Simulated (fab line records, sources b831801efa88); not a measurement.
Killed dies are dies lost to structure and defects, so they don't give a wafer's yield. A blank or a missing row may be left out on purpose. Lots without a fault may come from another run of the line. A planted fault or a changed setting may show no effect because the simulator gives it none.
One fault seen from 2 desks | flow sky130 | each desk has only its own numbers; what lay behind them comes last

THE TOOL OWNER'S DESK: plasma_asher-02
The tool's own readings at SKY_NWELL_STRIP_14 (strips in O2/N2): means of the sampled wafers that have a number, for each lot that ran on this tool. A lot is out of limits, marked OUT, if its mean lies more than 4 standard deviations from the usual mean; the brackets give that distance.
Columns: A = chamber_pressure_mTorr at SKY_NWELL_STRIP_14, usual 1499.8 mTorr; B = drypump_motor_current_A at SKY_NWELL_STRIP_14, usual 5.7 A; C = oes_product_au at SKY_NWELL_STRIP_14, usual 0.722 a.u.; D = strip_time_to_endpoint_s at SKY_NWELL_STRIP_14, usual 36.97 s
lot  | first seen here | A                 | B   | C               | D
L161 | day 4 20:17     | 1500.1            | 5.4 | 0.721           | 37.03
L166 | day 6 04:47     | 1489.8 (-7.7) OUT | 5.4 | 0.801 (+17) OUT | -
L177 | day 8 16:19     | 1498.5            | 5.4 | 0.719           | 36.97
L178 | day 9 00:01     | 1500.3            | 5.4 | 0.723           | 36.96
L180 | day 9 11:10     | 1500.3            | 5.2 | 0.722           | 37.01
This desk's finding: out of limits on L166; first on L166, day 6 04:47 (chamber_pressure_mTorr at SKY_NWELL_STRIP_14). In limits: L161, L177, L178, L180.

THE METROLOGY DESK
What the gauges read, lot by lot, whatever tool the lot ran on: means of the sampled wafers that have a number. A lot is out of limits, marked OUT, if its mean lies more than 4 standard deviations from the usual mean; the brackets give that distance.
Columns: A = NWELL_OXIDATION_THK at SKY_NWELL_THK_MEAS_02, usual 10.03 nm; B = NWELL_01_OVL at SKY_NWELL_OVL_MEAS_23, usual -1.2 nm; C = NWELL_2_TW at SKY_NWELL_TW_MEAS_26, usual 494.1; D = cd_nm at SKY_VT_ADJUST_HVTP_CD_MEAS_07, usual 380.0 nm
lot  | first seen here | A     | B    | C                      | D
L161 | day 2 20:27     | 10.06 | -0.7 | 498.2                  | 377.7
L163 | day 3 02:40     | 9.77  | -0.7 | 491.0                  | 378.1
L166 | day 4 00:19     | 9.92  | -1.1 | 29.9 (-99 or more) OUT | 378.5
L165 | day 4 00:20     | 10.08 | -3.2 | 494.7                  | 384.1
L167 | day 4 06:49     | 9.90  | 0.8  | 495.2                  | 384.0
L172 | day 5 04:22     | 10.10 | -0.1 | 491.4                  | 377.3
L176 | day 5 22:53     | 10.39 | -0.7 | 498.6                  | 381.3
L177 | day 6 04:10     | 10.36 | -0.3 | 492.7                  | 377.4
L178 | day 6 10:13     | 10.28 | -2.4 | 493.7                  | 376.8
L180 | day 6 20:24     | 10.04 | -0.2 | 493.1                  | 379.0
L181 | day 7 04:41     | 9.96  | -0.5 | 496.3                  | 380.2
L182 | day 7 07:53     | 10.11 | -1.3 | 495.0                  | 376.9
L183 | day 7 11:58     | 9.93  | -0.4 | 494.8                  | 381.9
This desk's finding: out of limits on L166; first on L166, day 7 00:10 (NWELL_2_TW at SKY_NWELL_TW_MEAS_26). In limits: L161, L163, L165, L167, L172, L176, L177, L178, L180, L181, L182, L183.

PUT TOGETHER
The tool owner's desk could have raised an alarm at day 6 04:47, on L166.
The metrology desk could have raised an alarm at day 7 00:10, on L166.
Of the lots named, all ran SKY_NWELL_STRIP_14 on plasma_asher-02.

WHAT THE SIMULATOR HAD PUT IN
Strip aborted: plasma_asher-02, from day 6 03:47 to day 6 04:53, at SKY_NWELL_STRIP_14. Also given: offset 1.
Lots struck among those shown: L166.
Hours from the fault's start to each desk's first reading out of limits: the tool owner's desk, 1; the metrology desk, 20.
